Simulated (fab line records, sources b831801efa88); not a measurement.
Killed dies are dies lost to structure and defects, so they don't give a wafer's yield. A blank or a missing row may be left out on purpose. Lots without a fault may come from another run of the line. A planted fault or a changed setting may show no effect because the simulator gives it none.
Tool commonality check | flow sky130 | 16 lots, 48 wafers sampled

WHY IT WAS OPENED
At SKY_VT_ADJUST_HVTP_TW_MEAS_11 the reading VT_ADJUST_HVTP_TW is flagged on 4 of 16 lots. Wafers without a fault read 1345, standard deviation 8.1.
Rule: a lot is flagged when every wafer of it that has a number lies more than 4 standard deviations from that mean, or none has a number. The other lots count as sound.

lot  | measured     | on            | VT_ADJUST_HVTP_TW, wafer by wafer | flag
L191 | day 6 11:08  | film_metro-02 | 1356 1348 1355                    |
L192 | day 6 14:57  | film_metro-01 | 1337 1338 1340                    |
L193 | day 6 22:52  | film_metro-04 | 1342 1345 1338                    |
L194 | day 7 05:16  | film_metro-04 | 1344 1340 1346                    |
L195 | day 7 09:55  | film_metro-01 | 1348 1348 1340                    |
L196 | day 7 15:44  | film_metro-04 | 1339 1339 1350                    |
L197 | day 7 22:15  | film_metro-04 | 1344 1335 1343                    |
L198 | day 8 03:55  | film_metro-02 | 1357 1358 1351                    |
L199 | day 8 15:43  | film_metro-04 | 1344 1346 1344                    |
L200 | day 8 16:01  | film_metro-04 | 1344 1340 1343                    |
L201 | day 8 21:58  | film_metro-01 | 1343 1339 1337                    |
L202 | day 9 03:56  | film_metro-01 | 1340 1333 1332                    |
L203 | day 9 08:25  | film_metro-02 | 760 759 762                       | FLAGGED
L204 | day 9 22:56  | film_metro-04 | 754 759 756                       | FLAGGED
L205 | day 10 07:41 | film_metro-01 | 747 747 752                       | FLAGGED
L206 | day 10 09:04 | film_metro-02 | 752 756 756                       | FLAGGED
The numbers of the flagged lots are 755 on average: -590 against the usual, or -73 standard deviations.

WHICH TOOL RAN EACH LOT
The record holds 2 process steps before the reading, out of a route of 708 steps. In each cell: the tool, then ch and the chambers that the sampled wafers went through, then the start.
lot  | flag    | SKY_FIELD_ISO_ETCH_17           | SKY_VT_ADJUST_HVTP_IMPLANT_09
L191 |         | rie_si-01 ch 0,1,2, day 2 10:56 | implanter-04 ch 0, day 6 10:55
L192 |         | rie_si-01 ch 0,1,2, day 2 15:19 | implanter-01 ch 0, day 6 14:43
L193 |         | rie_si-01 ch 1,2, day 2 21:34   | implanter-03 ch 0, day 6 22:37
L194 |         | rie_si-02 ch 1,2, day 3 02:10   | implanter-04 ch 0, day 7 05:01
L195 |         | rie_si-01 ch 1,3, day 3 07:18   | implanter-03 ch 0, day 7 09:40
L196 |         | rie_si-02 ch 1,2,3, day 3 12:01 | implanter-03 ch 0, day 7 15:29
L197 |         | rie_si-02 ch 0,2, day 3 17:18   | implanter-04 ch 0, day 7 22:01
L198 |         | rie_si-02 ch 1,2,3, day 3 21:25 | implanter-03 ch 0, day 8 03:40
L199 |         | rie_si-02 ch 0,3, day 4 06:36   | implanter-01 ch 0, day 8 15:28
L200 |         | rie_si-01 ch 1,2, day 4 09:03   | implanter-03 ch 0, day 8 15:49
L201 |         | rie_si-02 ch 1,3, day 4 13:40   | implanter-03 ch 0, day 8 21:43
L202 |         | rie_si-02 ch 1,3, day 4 19:46   | implanter-03 ch 0, day 9 03:42
L203 | FLAGGED | rie_si-02 ch 0,1,3, day 5 00:07 | implanter-01 ch 0, day 9 08:10
L204 | FLAGGED | rie_si-01 ch 0,1,2, day 5 06:55 | implanter-03 ch 0, day 9 22:41
L205 | FLAGGED | rie_si-01 ch 0,1,2, day 5 12:07 | implanter-01 ch 0, day 10 07:28
L206 | FLAGGED | rie_si-02 ch 2,3, day 5 16:47   | implanter-01 ch 0, day 10 08:50
What these steps do:
- SKY_FIELD_ISO_ETCH_17: etches Si in HBr/Cl2/O2, target depth 342 nm, time 97.7 s.
- SKY_VT_ADJUST_HVTP_IMPLANT_09
- SKY_VT_ADJUST_HVTP_TW_MEAS_11

FLAGGED OVER TOTAL, TOOL BY TOOL (the gauges that took the reading come last)
step                          | tool          | lots run | flagged | share of the flagged lots | sound lots run after its first flagged lot
SKY_FIELD_ISO_ETCH_17         | rie_si-01     | 7        | 2       | some                      | 0
SKY_FIELD_ISO_ETCH_17         | rie_si-02     | 9        | 2       | some                      | 0
SKY_VT_ADJUST_HVTP_IMPLANT_09 | implanter-01  | 5        | 3       | some                      | 0
SKY_VT_ADJUST_HVTP_IMPLANT_09 | implanter-03  | 8        | 1       | some                      | 0
SKY_VT_ADJUST_HVTP_IMPLANT_09 | implanter-04  | 3        | 0       | none                      | -
SKY_VT_ADJUST_HVTP_TW_MEAS_11 | film_metro-01 | 5        | 1       | some                      | 0
SKY_VT_ADJUST_HVTP_TW_MEAS_11 | film_metro-02 | 4        | 2       | some                      | 0
SKY_VT_ADJUST_HVTP_TW_MEAS_11 | film_metro-04 | 7        | 1       | some                      | 0

WHAT THE TABLE ALLOWS
No row of the table ran every flagged lot.

WHAT THE SIMULATOR HAD PUT IN
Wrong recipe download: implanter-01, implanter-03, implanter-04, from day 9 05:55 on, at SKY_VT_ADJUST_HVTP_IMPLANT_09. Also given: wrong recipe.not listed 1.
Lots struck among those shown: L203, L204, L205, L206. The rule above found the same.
